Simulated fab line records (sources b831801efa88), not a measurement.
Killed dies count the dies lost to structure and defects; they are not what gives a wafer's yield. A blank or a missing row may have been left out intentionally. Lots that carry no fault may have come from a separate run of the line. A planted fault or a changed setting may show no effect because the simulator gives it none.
Which tool did it? ; flow sfqLine ; 13 lots with 39 wafers sampled at 2 steps, on a route of 325 steps

## WHAT THE GAUGES SHOWED, per wafer
SFQ_I1_BOW_MEAS_912.
lot;measured;on;I1_BOW (um)
L709;day 17 12:16;filmMetro-01;7 6 7
L710;day 18 03:43;filmMetro-02;4 -2 3
L711;day 26 12:06;filmMetro-02;2 10 -2
L712;day 26 15:06;filmMetro-02;9 14 10
L713;day 26 18:08;filmMetro-01;7 0 5
L714;day 26 20:58;filmMetro-02;-2 1 -5
L715;day 27 03:06;filmMetro-04;0 15 2
L716;day 27 08:55;filmMetro-04;2 -7 -4
L717;day 27 18:48;filmMetro-02;2 2 -5
L718;day 28 00:35;filmMetro-04;19 -3 -1
L719;day 28 06:40;filmMetro-01;2 4 7
L726;day 31 09:18;filmMetro-01;-1 -9 -1 - - -
L732;day 33 12:13;filmMetro-02;0 -3 3

## TOOL THAT RAN EACH LOT (tool first, then ch and the chambers of the sampled wafers, then the start)
lot;SFQ_TRILAYER_I1_CMP_CMP_046
L709;cmp-01 ch 0,2,3, day 17 10:12
L710;cmp-01 ch 0,2,3, day 18 00:43
L711;cmp-02 ch 0,1,3, day 26 10:06
L712;cmp-02 ch 0,2,3, day 26 12:06
L713;cmp-02 ch 1,2, day 26 15:06
L714;cmp-01 ch 0,2,3, day 26 17:55
L715;cmp-02 ch 1,2,3, day 27 01:06
L716;cmp-01 ch 0,1, day 27 05:55
L717;cmp-02 ch 0,2, day 27 15:47
L718;cmp-01 ch 1,2,3, day 27 21:35
L719;cmp-02 ch 0,1,3, day 28 04:10
L726;cmp-02 ch 1,2,3, day 31 06:48
L732;cmp-01 ch 0,1,2, day 33 09:43
- SFQ_TRILAYER_I1_CMP_CMP_046: polishes SiO2.

## WHAT THE TOOLS THEMSELVES READ (means of the sampled wafers that have a number; where no wafer has one, the mark that the record gives instead)
SFQ_TRILAYER_I1_CMP_CMP_046.
lot;tool;motorCurrentA (A);timeToEndpointS (s)
L709;cmp-01;9.7;220
L710;cmp-01;9.3;216
L711;cmp-02;9.9;207
L712;cmp-02;10.2;214
L713;cmp-02;11.2;203
L714;cmp-01;9.4;218
L715;cmp-02;11.1;211
L716;cmp-01;9.5;220
L717;cmp-02;9.8;211
L718;cmp-01;9.1;216
L719;cmp-02;10.2;220
L726;cmp-02;10.8;254
L732;cmp-01;9.3;216

## THE ANSWER, worked out from the rows above alone
Rule: usual is defined by the lots themselves. Put in order of their means at a reading, lots are off if they are a third of the lots or fewer, leave a main group of 4 or more, and stand apart from it by a gap of 3 or more times the standard deviation of the main group's means; of several such gaps the widest counts. A main group whose means are all the same, to the digits that the tables above print for the reading, isn't used. A lot without any number at a reading at which 4 lots or more have one is off too. All remaining lots with rows at the step are treated as sound. First the gauges in route order, then the tools' own readings, where a lot's mean is used as printed above. The first step at which some lot is off is used, and at that step the reading that is off furthest; a lot without a number counts as furthest.
Off: L726, at SFQ_TRILAYER_I1_CMP_CMP_046 (timeToEndpointS). Mean 214 s and standard deviation 5.2 in the main group.
A tool fits if, at that step or a process step before it, it ran every lot that is off, and no sound lot after the first of them. One fits: SFQ_TRILAYER_I1_CMP_CMP_046 on cmp-02. Its last sound lot is L719 (day 28 04:10), its first lot that is off L726 (day 31 06:48): a fault that began between those two fits.
The tool's own readings at SFQ_TRILAYER_I1_CMP_CMP_046 bear it out: on the lots that are off they differ by more than 5 times the standard deviation of the sound lots' means. timeToEndpointS reads 254 s there against 214 s on the sound lots.

## WHAT THE SIMULATOR PUT IN
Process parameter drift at SFQ_TRILAYER_I1_CMP_CMP_046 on cmp-02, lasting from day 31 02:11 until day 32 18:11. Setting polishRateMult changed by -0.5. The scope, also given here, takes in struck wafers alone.
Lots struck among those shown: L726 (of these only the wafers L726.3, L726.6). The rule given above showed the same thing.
